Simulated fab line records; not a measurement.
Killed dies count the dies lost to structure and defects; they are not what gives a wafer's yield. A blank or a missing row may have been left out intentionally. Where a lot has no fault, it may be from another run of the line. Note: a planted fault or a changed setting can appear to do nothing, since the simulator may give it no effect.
Chamber matching | flow sky130 | 3 sister chambers for SKY_VIA4_HDPCVD_00 on hdpcvd-01
The step deposits SiO2, target thk 1750 nm, time 291.7 s. 6 wafers are shown with their chamber, then 7 later ones without.

## WAFERS PAIRED WITH THEIR CHAMBERS
wafer  | chamber | susceptorTempC (C)
L932.2 | 1       | 400.22
L932.6 | 1       | 399.81
L936.4 | 2       | 400.07
L936.6 | 0       | 399.88
L937.1 | 2       | 399.89
L937.3 | 0       | 399.54

## WAFERS WITH NO CHAMBER GIVEN
wafer  | susceptorTempC (C)
L937.5 | 399.67
L939.1 | 399.99
L939.5 | 399.94
L939.6 | 399.83
L942.2 | 400.19
L942.3 | 399.75
L942.5 | 399.97

## EACH ONE'S CHAMBER
wafer  | from the rows above          | in truth
L937.5 | can't be placed: 0 or 2 or 1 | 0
L939.1 | can't be placed: 2 or 1 or 0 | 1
L939.5 | can't be placed: 2 or 1 or 0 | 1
L939.6 | can't be placed: 0 or 2 or 1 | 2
L942.2 | can't be placed: 1 or 2 or 0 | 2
L942.3 | can't be placed: 0 or 2 or 1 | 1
L942.5 | can't be placed: 2 or 1 or 0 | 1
Correctly placed: 0 of 7. Can't be placed from these rows: 7 (the true chamber is among the candidates in 7). Wrongly placed: 0.
How it was worked out, from the rows above alone: a wafer's distance from a chamber is the root of the sum, over the readings, of the square of ((its reading less the chamber's mean) divided by the reading's scatter). The wafer belongs to the nearest chamber; if the next one is less than 2 further off, it can't be placed. Each chamber's mean is taken over the wafers shown for it. The scatter: the root of (the sum of the squares of (reading less its chamber's mean) over the shown wafers, divided by (wafers less chambers)).
